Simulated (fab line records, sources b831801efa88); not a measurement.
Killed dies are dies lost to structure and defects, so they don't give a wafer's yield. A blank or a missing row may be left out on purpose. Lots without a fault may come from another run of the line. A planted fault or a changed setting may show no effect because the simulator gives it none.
Problem report in the 8D (eight disciplines) form, filled by code | flow sky130 | the parts of the form that need people (team, actions taken, sign-off) are left out

1. THE PROBLEM
LDD_HVN_OVL at SKY_LDD_HVN_OVL_MEAS_07 reads a mean of 57.4 nm on 9 wafers of 3 lots; wafers without a fault read 0.9 nm with a standard deviation of 1.6. That is +35 standard deviations from the usual mean.
First seen on wafer L463.2, day 23 05:09, on overlay-01. The record holds 36 wafers of 12 lots with a number at this step. Rule for "out", or "out of limits": more than 4 standard deviations from the usual mean. The other wafers with a number count as sound.

2. WHAT IT IS AND WHAT IT IS NOT
question                    | is                     | is not
which readings at this step | LDD_HVN_OVL            | -
which lots                  | L463, L464, L465       | L456, L457, L458, L459, L460, L468, L473, L476, L477
which wafers of those lots  | all that have a number | -
read on which gauges        | overlay-01, overlay-02 | -
when                        | from day 23 05:09      | up to then (15 sound wafers); but 12 sound wafers of L468, L473, L476, L477 came after

3. SUSPECTS, AND WHAT RULES EACH OUT
Counting: a tool at a process step up to the reading stays a suspect if it ran every lot that is out and no sound lot after the first of them.
- the gauge at SKY_LDD_HVN_OVL_MEAS_07: ruled out. The wafers that are out were read on 2 gauges (overlay-01, overlay-02).
- iline_stepper-01 at SKY_LDD_HVN_EXPOSE_04 (exposes mask HVNTM, target cd 700 nm): kept. It ran every lot that is out, first L463 (day 22 13:47), and no sound lot after that; its last sound lot up to then is L458 (day 20 19:50).
Left after counting: iline_stepper-01 at SKY_LDD_HVN_EXPOSE_04.

4. THE CAUSE (what the simulator had put in)
Scanner matching overlay: iline_stepper-01, from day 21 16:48 on, at SKY_LDD_HVN_EXPOSE_04. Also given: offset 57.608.
Counting left only this tool.

5. THE CHAIN OF EFFECTS, in route order
Each row: a reading whose mean over the struck wafers that have a number lies more than 3 standard deviations from the usual. Only readings for which the record gives a usual standard deviation are gone through. hours: the time from each lot's start at the first step in this table that gives one to its start at this step, as a median over the lots. sigmas: the change in usual standard deviations.
hours | step                    | reading     | usual  | on struck wafers | change | sigmas
0     | SKY_LDD_HVN_OVL_MEAS_07 | LDD_HVN_OVL | 0.9 nm | 57.4             | +56.5  | +35

6. WHAT WOULD HAVE CAUGHT IT SOONER
In this record the first reading out of limits at a measuring or inspecting step was taken at day 23 05:09, 36 hours after the fault began at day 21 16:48.
All the lots that are out (3) had begun SKY_LDD_HVN_EXPOSE_04 on iline_stepper-01 by day 23 05:09. A hold on the tool at that time would have spared none of them.
